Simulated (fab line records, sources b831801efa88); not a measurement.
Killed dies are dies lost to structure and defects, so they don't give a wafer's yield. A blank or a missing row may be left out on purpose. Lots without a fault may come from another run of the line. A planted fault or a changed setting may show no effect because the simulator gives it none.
Chamber matching | flow gf180mcu | GF_V3_CMP_04 on cmp-02: 4 sister chambers
The step polishes SiO2. 4 wafers are shown with their chamber, then 12 later ones without.

WAFERS WITH THEIR CHAMBER
wafer  | chamber | motor_current_A (A)
L085.6 | 1       | 13.3
L089.2 | 3       | 11.7
L089.4 | 0       | 11.8
L089.5 | 2       | 12.1

WAFERS WITHOUT THEIR CHAMBER
wafer  | motor_current_A (A)
L091.1 | 12.5
L091.4 | 12.1
L091.5 | 11.2
L092.4 | 12.9
L092.5 | 12.6
L092.6 | 12.2
L094.4 | 12.2
L094.5 | 11.3
L094.6 | 11.4
L096.1 | 11.3
L096.3 | 11.7
L096.4 | 11.8

WHICH CHAMBER EACH WENT THROUGH
wafer  | from the rows above               | in truth
L091.1 | can't be placed: 2 or 0 or 1 or 3 | 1
L091.4 | can't be placed: 2 or 0 or 3      | 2
L091.5 | can't be placed: 3 or 0 or 2      | 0
L092.4 | can't be placed: 1 or 2           | 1
L092.5 | can't be placed: 2 or 1 or 0 or 3 | 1
L092.6 | can't be placed: 2 or 0 or 3      | 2
L094.4 | can't be placed: 2 or 0 or 3      | 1
L094.5 | can't be placed: 3 or 0 or 2      | 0
L094.6 | can't be placed: 3 or 0 or 2      | 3
L096.1 | can't be placed: 3 or 0 or 2      | 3
L096.3 | can't be placed: 3 or 0 or 2      | 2
L096.4 | can't be placed: 0 or 3 or 2      | 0
Placed correctly: 0 of 12. Can't be placed from these rows: 12 (the true chamber is among the candidates in 11). Placed wrongly: 0.
How it was worked out, from the rows above alone: a wafer's distance from a chamber is the root of the sum, over the readings, of the square of ((its reading less the chamber's mean) divided by the reading's scatter). The wafer belongs to the nearest chamber; if the next one is less than 2 further off, it can't be placed. A chamber's mean is the mean of its shown wafers. The scatter: with one shown wafer a chamber, the root of the mean of the squares of how far each hidden wafer lies from its nearest shown one.
